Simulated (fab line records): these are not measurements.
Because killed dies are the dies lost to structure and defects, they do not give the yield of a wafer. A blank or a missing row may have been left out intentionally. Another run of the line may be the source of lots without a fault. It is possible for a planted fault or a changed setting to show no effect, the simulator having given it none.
Which of the tools did it? -- flow sfq line -- 14 lots, 42 wafers sampled, at 3 steps of a route of 325

WHAT THE GAUGES READ, wafer by wafer
SFQ_M7_RS_MEAS_943: the measuring method here is four-point-probe.
lot,measured,on,M7_NB_RS (ohm/sq)
L653,day 77 08:31,film metro-04,0.910 0.909 0.898
L654,day 78 16:43,film metro-03,0.871 0.866 0.873
L655,day 78 23:49,film metro-02,0.897 0.893 0.891
L657,day 80 06:23,film metro-04,0.889 0.884 0.883
L658,day 80 09:56,film metro-04,0.895 0.891 0.885
L659,day 81 12:31,film metro-04,0.869 0.871 0.876
L660,day 81 14:46,film metro-02,0.880 0.882 0.876
L662,day 81 18:35,film metro-04,0.882 0.882 0.882
L663,day 81 19:35,film metro-02,0.883 0.882 0.888
L664,day 81 20:47,film metro-03,0.903 0.899 0.895
L665,day 81 23:11,film metro-03,0.882 0.893 0.884
L666,day 82 00:22,film metro-02,0.856 0.860 0.869
L667,day 82 01:32,film metro-03,0.881 0.880 0.879
L668,day 83 15:58,film metro-03,0.881 0.887 0.883

WHAT TOOL EACH LOT RAN ON (gives the tool, then ch and the chambers of the sampled wafers, and finally the start)
lot,SFQ_TRILAYER_R5_DEP_SPUTTER_132,SFQ_TRILAYER_C5_STRIP_STRIP_155
L653,"pvd sputter-05, day 65 03:26","rie metal-02 ch 0,1, day 72 08:41"
L654,"pvd sputter-03, day 65 06:25","rie metal-02 ch 0,1, day 73 14:35"
L655,"pvd sputter-04, day 65 15:29","rie metal-01 ch 0,1, day 74 03:59"
L657,"pvd sputter-05, day 66 15:25","rie metal-01 ch 0,1, day 75 08:47"
L658,"pvd sputter-03, day 66 18:29","rie metal-04 ch 0,1, day 75 16:59"
L659,"pvd sputter-03, day 67 21:25","rie metal-02 ch 1, day 77 02:35"
L660,"pvd sputter-04, day 67 21:43","rie metal-02 ch 1, day 77 03:47"
L662,"pvd sputter-05, day 68 00:43","rie metal-04 ch 0,1, day 77 08:47"
L663,"pvd sputter-03, day 68 03:25","rie metal-04 ch 0,1, day 77 11:11"
L664,"pvd sputter-03, day 68 13:25","rie metal-02 ch 0,1, day 77 12:23"
L665,"pvd sputter-05, day 68 15:28","rie metal-01 ch 0,1, day 77 13:35"
L666,"pvd sputter-04, day 68 18:28","rie metal-04 ch 0,1, day 77 15:47"
L667,"pvd sputter-05, day 68 19:25","rie metal-04 ch 0,1, day 77 18:11"
L668,"pvd sputter-04, day 69 08:54","rie metal-01 ch 0,1, day 77 22:59"
- SFQ_TRILAYER_R5_DEP_SPUTTER_132: material Ti, target thk 5 nm, time 5 s.
- SFQ_TRILAYER_C5_STRIP_STRIP_155: strips in O2.

AS READ BY THE TOOLS THEMSELVES (means over the sampled wafers that have a number; for cases with no such wafer, the mark the record gives instead)
SFQ_TRILAYER_R5_DEP_SPUTTER_132.
lot,tool,throttle valve pct (%)
L653,pvd sputter-05,29.6
L654,pvd sputter-03,31.2
L655,pvd sputter-04,30.7
L657,pvd sputter-05,29.5
L658,pvd sputter-03,30.2
L659,pvd sputter-03,30.2
L660,pvd sputter-04,31.3
L662,pvd sputter-05,29.6
L663,pvd sputter-03,30.8
L664,pvd sputter-03,30.2
L665,pvd sputter-05,29.2
L666,pvd sputter-04,30.7
L667,pvd sputter-05,29.5
L668,pvd sputter-04,30.3

SFQ_TRILAYER_C5_STRIP_STRIP_155.
lot,tool,chamber pressure mTorr (mTorr),drypump motor current A (A),oes product au (a.u.)
L653,rie metal-02,49.97,5.8,1.003
L654,rie metal-02,50.06,5.7,0.990
L655,rie metal-01,50.00,5.5,0.996
L657,rie metal-01,50.01,5.5,0.991
L658,rie metal-04,49.99,6.6,1.007
L659,rie metal-02,49.98,5.6,1.000
L660,rie metal-02,50.01,5.6,1.000
L662,rie metal-04,50.05,6.5,1.002
L663,rie metal-04,49.94,6.5,1.011
L664,rie metal-02,50.01,5.8,1.003
L665,rie metal-01,50.02,5.5,0.996
L666,rie metal-04,49.96,6.6,1.004
L667,rie metal-04,49.94,6.6,0.999
L668,rie metal-01,50.05,5.5,0.984

THE ANSWER, worked out from the rows above alone
Rule: the usual values come from the lots themselves. Put in order of their means at a reading, lots are off if they are a third of the lots or fewer, leave a main group of 4 or more, and stand apart from it by a gap of 3 or more times the standard deviation of the main group's means; of several such gaps the widest counts. If all means in a main group match to the digits the tables above print for the reading, that group is not used. Also off: a lot with no number at a reading for which 4 or more lots have one. All remaining lots with rows at the step are treated as sound. First the gauges in route order, then the tools' own readings, where a lot's mean is used as printed above. The first step at which some lot is off is used, and at that step the reading that is off furthest; a lot without a number counts as furthest.
Across all readings shown, no lot is off: no conclusion can be drawn from this.

WHAT WAS PUT IN BY THE SIMULATOR
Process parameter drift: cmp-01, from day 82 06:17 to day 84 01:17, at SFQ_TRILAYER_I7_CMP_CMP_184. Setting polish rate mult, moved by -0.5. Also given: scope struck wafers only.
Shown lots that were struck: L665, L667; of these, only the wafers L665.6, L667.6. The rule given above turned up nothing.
